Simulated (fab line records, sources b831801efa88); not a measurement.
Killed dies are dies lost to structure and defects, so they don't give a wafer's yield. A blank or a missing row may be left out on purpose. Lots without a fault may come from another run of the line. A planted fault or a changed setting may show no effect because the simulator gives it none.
Chamber matching | flow gf180mcu | GF_V5_CMP_04 on cmp-02: 4 sister chambers
The step polishes SiO2. 8 wafers are shown with their chamber, then 7 later ones without.

WAFERS WITH THEIR CHAMBER
wafer  | chamber | motor_current_A (A) | retaining_ring_pressure_frac
L286.6 | 3       | 9.9                 | 1.002
L297.1 | 3       | 10.0                | 1.003
L297.3 | 0       | 14.4                | 1.001
L298.4 | 0       | 14.3                | 1.010
L298.5 | 1       | 11.3                | 0.997
L298.6 | 2       | 10.2                | 1.001
L299.3 | 1       | 11.7                | 0.996
L299.4 | 2       | 10.7                | 1.000

WAFERS WITHOUT THEIR CHAMBER
wafer  | motor_current_A (A) | retaining_ring_pressure_frac
L299.5 | 9.8                 | 1.003
L305.3 | 11.2                | 1.008
L305.4 | 10.1                | 0.994
L305.6 | 11.3                | 1.006
L309.3 | 14.5                | 1.004
L309.4 | 10.5                | 0.999
L309.5 | 14.7                | 1.006

WHICH CHAMBER EACH WENT THROUGH
wafer  | from the rows above          | in truth
L299.5 | 3                            | 3
L305.3 | can't be placed: 1 or 2 or 3 | 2
L305.4 | can't be placed: 2 or 3      | 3
L305.6 | can't be placed: 1 or 2      | 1
L309.3 | 0                            | 0
L309.4 | 2                            | 2
L309.5 | 0                            | 0
Placed correctly: 4 of 7. Can't be placed from these rows: 3 (the true chamber is among the candidates in 3). Placed wrongly: 0.
How it was worked out, from the rows above alone: a wafer's distance from a chamber is the root of the sum, over the readings, of the square of ((its reading less the chamber's mean) divided by the reading's scatter). The wafer belongs to the nearest chamber; if the next one is less than 2 further off, it can't be placed. A chamber's mean is the mean of its shown wafers. The scatter: the root of (the sum of the squares of (reading less its chamber's mean) over the shown wafers, divided by (wafers less chambers)).
